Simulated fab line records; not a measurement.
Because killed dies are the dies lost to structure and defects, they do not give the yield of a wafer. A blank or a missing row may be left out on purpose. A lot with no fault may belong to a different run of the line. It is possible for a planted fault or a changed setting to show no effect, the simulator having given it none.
Split-lot trial + flow gf180mcu + route with 602 steps; 5 lots, 23 wafers read

== ON THE SPLIT ==
At GF_M4_EXPOSE_11 (exposes mask Metal4, target cd 280 nm), the setting dose mj was moved away from the recipe's 28 on 5 of the 23 wafers read, by +6.1% to +7.1%. The other wafers ran this setting at the recipe's value.

== FROM THE SPLIT TO THE READING: what the file shows between them, 2 steps ==
- GF_M4_PEB_12: peb time 90 s
- GF_M4_DEVELOP_13: develop time 60 s

== THE READING ==
At GF_M4_CD_MEAS_14: cd nm in nanometres, against a target cd of 280 nm. Typical for fault-free wafers on this fab line: 280.3 nm, with standard deviation 1.5 nm.

| wafer  | tool, chamber at the split | dose mj as run | against the recipe | cd nm, nm | against lot-mates on the recipe |
|--------|----------------------------|----------------|--------------------|-----------|---------------------------------|
| L076.3 | krf scanner-01, 0          | 28             | recipe             | 280.2     | -                               |
| L076.4 | krf scanner-01, 0          | 28             | recipe             | 278.4     | -                               |
| L076.6 | krf scanner-01, 0          | 28             | recipe             | 279.0     | -                               |
| L075.1 | krf scanner-02, 0          | 28             | recipe             | 276.5     | -                               |
| L075.3 | krf scanner-02, 0          | 28             | recipe             | 276.8     | -                               |
| L075.4 | krf scanner-02, 0          | 28             | recipe             | 276.3     | -                               |
| L075.5 | krf scanner-02, 0          | 28             | recipe             | 277.6     | -                               |
| L075.6 | krf scanner-02, 0          | 28             | recipe             | 276.5     | -                               |
| L079.2 | krf scanner-01, 0          | 28             | recipe             | 281.5     | -                               |
| L079.3 | krf scanner-01, 0          | 29.71          | +6.1%              | 272.2     | -9.1                            |
| L079.4 | krf scanner-01, 0          | 29.71          | +6.1%              | 272.5     | -8.8                            |
| L079.5 | krf scanner-01, 0          | 29.71          | +6.1%              | 273.2     | -8.1                            |
| L079.6 | krf scanner-01, 0          | 28             | recipe             | 281.0     | -                               |
| L083.1 | krf scanner-02, 0          | 29.99          | +7.1%              | 268.9     | -11.9                           |
| L083.2 | krf scanner-02, 0          | 28             | recipe             | 279.9     | -                               |
| L083.3 | krf scanner-02, 0          | 29.99          | +7.1%              | 271.0     | -9.8                            |
| L083.5 | krf scanner-02, 0          | 28             | recipe             | 280.7     | -                               |
| L083.6 | krf scanner-02, 0          | 28             | recipe             | 281.8     | -                               |
| L084.1 | krf scanner-02, 0          | 28             | recipe             | 282.0     | -                               |
| L084.2 | krf scanner-02, 0          | 28             | recipe             | 282.7     | -                               |
| L084.3 | krf scanner-02, 0          | 28             | recipe             | 282.7     | -                               |
| L084.4 | krf scanner-02, 0          | 28             | recipe             | 282.3     | -                               |
| L084.6 | krf scanner-02, 0          | 28             | recipe             | 282.5     | -                               |

THE FIT
A straight line over all 23 wafers: cd nm changes by -1.29 nm for each +1% of dose mj; r = -0.86; the points scatter about the line by 2.2 nm.
The same after taking each lot's own level away (the mean of its wafers on the recipe; 23 wafers): -1.47 nm for each +1%; r = -0.99; scatter 0.64 nm.
On that fit, the largest move of dose mj shifts the reading by 10 nm.
The span of the lots' own levels, 276.74 to 282.44 nm, comes to 3.8 times the standard deviation stated above.
So the slope is not independent of the lot-to-lot level: the two fits are not the same.
Check: -9.96 nm against its lot-mates is what the line predicts for one of the wafers moved furthest among these (+7.1%) when that wafer is left out of the fit. It came out at -11.9 nm against them.

== THESE WAFERS: OTHER SPLITS ==
Before the reading, these wafers also passed through other splits. Each is held against what the fit with the lots' levels taken away leaves over:
| other split on the same wafers  | wafers away from the commonest value | r with cd nm (lot level and that fit taken away) |
|---------------------------------|--------------------------------------|--------------------------------------------------|
| GF_V2_EXPOSE_11 dose mj         | 9                                    | +0.10                                            |
| GF_M3_SPUTTER_04 power w        | 5                                    | +0.06                                            |
| GF_M3_METAL_ETCH_16 time s      | 9                                    | +0.12                                            |
| GF_V3_CMP_04 leave above ref nm | 10                                   | +0.04                                            |
| GF_V3_SOFTBAKE_10 temp c        | 11                                   | +0.11                                            |
| GF_M4_SPUTTER_03 power w        | 10                                   | +0.03                                            |

== THE FILE'S OWN FIT ==
cd nm changes by -1.48 nm for each +1% of dose mj, r = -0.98.
